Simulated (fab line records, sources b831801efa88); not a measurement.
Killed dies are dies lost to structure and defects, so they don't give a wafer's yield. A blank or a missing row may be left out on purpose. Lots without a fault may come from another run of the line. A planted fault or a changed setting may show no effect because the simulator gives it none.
A struck lot beside a sound one | flow sky130 | 16 steps out of a route of 708
Sound: wafers L856.1, L856.4, L856.5. Struck: wafer L863.5. (L863.3 of the same lot was not struck and is left out.) The cause comes at the end.
At each step with rows: each side's tool, then ch and its chambers, then its first start. Under that, the readings that differ: sound wafers | struck wafers | difference of the means | sigmas: that difference in standard deviations of wafers without a fault.
alike: readings whose means differ by less than 2 such deviations, and words and numbers that are the same on both sides. not compared: withheld readings, readings that some wafer has no value for, bounds like >300 that may hide the same value, and numbers for which the record gives no deviation and whose values overlap.
The two part at a step that has a row with sigmas, a row that says differs or no value, or rows on one side only. Numbers that don't overlap but have no deviation are shown without sigmas and don't part them. A reading that every wafer of one side lacks parts them only if that side has two wafers or more.

SKY_VT_ADJUST_HVTP_OVL_MEAS_08:
  sound on overlay-02, day 8 07:58; struck on overlay-02, day 11 04:11
  alike: VT_ADJUST_HVTP_OVL
then, 1 step without rows for these wafers: SKY_VT_ADJUST_HVTP_IMPLANT_09.
SKY_VT_ADJUST_HVTP_STRIP_10: strips in O2/N2.
  sound on plasma_asher-03 ch 0,1, day 8 08:10; struck on plasma_asher-02 ch 0, day 11 04:23
  alike: drypump_motor_current_A, o2_flow_sccm, oes_product_au, strip_time_to_endpoint_s
  not compared: rf_hours_counter_h
SKY_VT_ADJUST_HVTP_TW_MEAS_11:
  sound on film_metro-02, day 8 08:16; struck on film_metro-02, day 11 04:28
  alike: VT_ADJUST_HVTP_TW
then, 7 steps without rows for these wafers: SKY_VT_ADJUST_LVTN_DEHYDRATE_00 (time 60 s); SKY_VT_ADJUST_LVTN_HMDS_01 (prime time 60 s); SKY_VT_ADJUST_LVTN_COAT_02 (resist thk 3000 nm); SKY_VT_ADJUST_LVTN_SOFTBAKE_03; SKY_VT_ADJUST_LVTN_EXPOSE_04 (exposes mask NWM COMPLEMENT LESS NATIVE, target cd 840 nm); SKY_VT_ADJUST_LVTN_PEB_05; SKY_VT_ADJUST_LVTN_DEVELOP_06 (develop time 60 s).
SKY_VT_ADJUST_LVTN_OVL_MEAS_07:
  sound on overlay-02, day 9 04:39; struck on overlay-02, day 12 03:25
  alike: VT_ADJUST_LVTN_OVL
SKY_VT_ADJUST_LVTN_IMPLANT_08:
  sound on implanter-03 ch 0, day 9 04:41; struck on implanter-02 ch 0, day 12 03:29
  reading       | sound                            | struck     | difference  | sigmas
  dose_ions_cm2 | 1.5683e+12 1.5666e+12 1.5679e+12 | 1.5727e+12 | +5.1000e+09 | +3
SKY_VT_ADJUST_LVTN_STRIP_09: strips in O2/N2.
  sound on plasma_asher-04 ch 0,1, day 9 04:50; struck on plasma_asher-03 ch 0, day 12 03:37
  reading                      | sound             | struck | difference | sigmas
  oes_product_au (a.u.)        | 0.723 0.720 0.718 | 0.710  | -0.010     | -2
  strip_time_to_endpoint_s (s) | 36.79 36.87 36.80 | 37.07  | +0.25      | +3
  alike: drypump_motor_current_A, o2_flow_sccm
  not compared: rf_hours_counter_h
SKY_VT_ADJUST_LVTN_TW_MEAS_10:
  sound on film_metro-04, day 9 04:56; struck on film_metro-03, day 12 03:56
  reading           | sound             | struck | difference | sigmas
  VT_ADJUST_LVTN_TW | 241.1 240.9 240.9 | 224.0  | -17.0      | -14
  not compared: hold
-- the record jumps here: 38 days lie between the struck wafers' starts before and after (it left off in module VT_ADJUST_LVTN and takes up again in module PAD_OPEN, whose first step shown is number 708 of the route) --
SKY_PAD_OPEN_PROBE_99:
  sound on prober-01, day 48 00:54; struck on prober-01, day 50 05:28
  reading                                   | sound                | struck | difference | sigmas
  killed_at_M0_to_M3                        | 35 45 37             | 55     | +16        | +2
  killed_dies                               | 75 88 84             | 105    | +23        | +3
  killed_open                               | 39 52 46             | 62     | +16        | +2
  model.etest.nfet_01v8.drive_ua_um_range   | 10.25 7.996 13.22    | 17.07  | +6.58      |
  model.etest.nfet_01v8_lvt.vt_sat_v (V)    | 0.5204 0.5293 0.5262 | 0.5133 | -0.0120    |
  model.etest.nfet_01v8_lvt.vt_long_v (V)   | 0.4304 0.4305 0.433  | 0.4342 | +0.0029    |
  model.etest.nfet_01v8_lvt.body_rise_v (V) | 0.1415 0.1409 0.1404 | 0.142  | +0.001     |
  alike: killed_at_M4_up, killed_at_contacts, killed_at_front_end, killed_at_other, killed_short
  not compared: model.etest.nfet_01v8.vt_v_range

WHERE THEY PART
First at SKY_VT_ADJUST_LVTN_IMPLANT_08; last, within this record, at SKY_PAD_OPEN_PROBE_99.

WHY: what the simulator had put in
Process parameter drift: implanter-02, from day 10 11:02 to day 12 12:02, at SKY_VT_ADJUST_LVTN_IMPLANT_08. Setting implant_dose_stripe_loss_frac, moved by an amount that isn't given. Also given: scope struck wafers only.
